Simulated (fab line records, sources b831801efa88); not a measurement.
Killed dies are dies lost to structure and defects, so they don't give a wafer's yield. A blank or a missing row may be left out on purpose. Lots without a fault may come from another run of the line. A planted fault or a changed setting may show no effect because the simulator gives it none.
A struck lot beside a sound one | flow sky130 | 22 steps out of a route of 708
Sound: wafers L412.1, L412.3, L412.4. Struck: wafers L407.1, L407.2, L407.5. The cause comes at the end.
At each step with rows: each side's tool, then ch and its chambers, then its first start. Under that, the readings that differ: sound wafers | struck wafers | difference of the means | sigmas: that difference in standard deviations of wafers without a fault.
alike: readings whose means differ by less than 2 such deviations, and words and numbers that are the same on both sides. not compared: withheld readings, readings that some wafer has no value for, bounds like >300 that may hide the same value, and numbers for which the record gives no deviation and whose values overlap.
The two part at a step that has a row with sigmas, a row that says differs or no value, or rows on one side only. Numbers that don't overlap but have no deviation are shown without sigmas and don't part them. A reading that every wafer of one side lacks parts them only if that side has two wafers or more.

first, 5 steps without rows for these wafers: SKY_VT_ADJUST_HVTP_COAT_02 (resist thk 1140 nm); SKY_VT_ADJUST_HVTP_SOFTBAKE_03 (time 60 s); SKY_VT_ADJUST_HVTP_EXPOSE_04 (exposes mask HVTPM, target cd 380 nm); SKY_VT_ADJUST_HVTP_PEB_05; SKY_VT_ADJUST_HVTP_DEVELOP_06 (develop time 60 s).
SKY_VT_ADJUST_HVTP_CD_MEAS_07: target cd 380 nm.
  sound on cd_sem-02, day 10 14:39; struck on cd_sem-02, day 9 07:39
  alike: cd_nm
SKY_VT_ADJUST_HVTP_OVL_MEAS_08:
  sound on overlay-01, day 10 14:46; struck on overlay-02, day 9 07:46
  alike: VT_ADJUST_HVTP_OVL
then, 1 step without rows for these wafers: SKY_VT_ADJUST_HVTP_IMPLANT_09.
SKY_VT_ADJUST_HVTP_STRIP_10: strips in O2/N2.
  sound on plasma_asher-04 ch 0,1, day 10 14:57; struck on plasma_asher-04 ch 0,1, day 9 07:57
  alike: drypump_motor_current_A, oes_product_au, strip_time_to_endpoint_s
  not compared: rf_hours_counter_h
SKY_VT_ADJUST_HVTP_TW_MEAS_11:
  sound on film_metro-01, day 10 15:03; struck on film_metro-02, day 9 08:03
  alike: VT_ADJUST_HVTP_TW
then, 2 steps without rows for these wafers: SKY_VT_ADJUST_LVTN_DEHYDRATE_00 (time 60 s); SKY_VT_ADJUST_LVTN_HMDS_01 (prime time 60 s).
SKY_VT_ADJUST_LVTN_COAT_02: resist thk 3000 nm.
  sound on litho_track-01 ch 0, day 11 03:18; struck on litho_track-03 ch 0, day 9 19:04
  reading                                          | sound          | struck         | difference | sigmas
  model.coat_of_VT_ADJUST_LVTN_COAT_02.thk_nm (nm) | 3001 2998 3000 | 3099 3100 3101 | +100       |
then, 3 steps without rows for these wafers: SKY_VT_ADJUST_LVTN_SOFTBAKE_03; SKY_VT_ADJUST_LVTN_EXPOSE_04 (exposes mask NWM COMPLEMENT LESS NATIVE, target cd 840 nm); SKY_VT_ADJUST_LVTN_PEB_05.
SKY_VT_ADJUST_LVTN_DEVELOP_06: develop time 60 s.
  sound on litho_track-03 ch 0; struck on litho_track-03 ch 0
  reading                                          | sound          | struck         | difference | sigmas
  model.coat_of_VT_ADJUST_LVTN_COAT_02.thk_nm (nm) | 2997 2993 2996 | 3094 3096 3097 | +100       |
SKY_VT_ADJUST_LVTN_OVL_MEAS_07:
  sound on overlay-01, day 11 15:25; struck on overlay-01, day 10 06:55
  alike: VT_ADJUST_LVTN_OVL
then, 1 step without rows for these wafers: SKY_VT_ADJUST_LVTN_IMPLANT_08.
SKY_VT_ADJUST_LVTN_STRIP_09: strips in O2/N2.
  sound on plasma_asher-04 ch 0,1, day 11 15:36; struck on plasma_asher-03 ch 0,1, day 10 07:06
  reading                      | sound             | struck            | difference | sigmas
  strip_time_to_endpoint_s (s) | 36.93 36.89 36.90 | 38.05 38.05 38.06 | +1.15      | +10
  alike: drypump_motor_current_A, oes_product_au
  not compared: rf_hours_counter_h
SKY_VT_ADJUST_LVTN_TW_MEAS_10:
  sound on film_metro-04, day 11 15:42; struck on film_metro-04, day 10 07:12
  alike: VT_ADJUST_LVTN_TW
-- the record jumps here: 40 days lie between the struck wafers' starts before and after (it left off in module VT_ADJUST_LVTN and takes up again in module PAD_OPEN, whose first step shown is number 708 of the route) --
SKY_PAD_OPEN_PROBE_99:
  sound on prober-01, day 51 06:24; struck on prober-02, day 50 04:40
  alike: killed_at_M0_to_M3, killed_at_M4_up, killed_at_contacts, killed_at_front_end, killed_at_other, killed_dies, killed_open, killed_short

WHERE THEY PART
Only at SKY_VT_ADJUST_LVTN_STRIP_09, within this record. Later steps at which nothing parts them and some readings are alike: SKY_VT_ADJUST_LVTN_TW_MEAS_10, SKY_PAD_OPEN_PROBE_99.

WHY: what the simulator had put in
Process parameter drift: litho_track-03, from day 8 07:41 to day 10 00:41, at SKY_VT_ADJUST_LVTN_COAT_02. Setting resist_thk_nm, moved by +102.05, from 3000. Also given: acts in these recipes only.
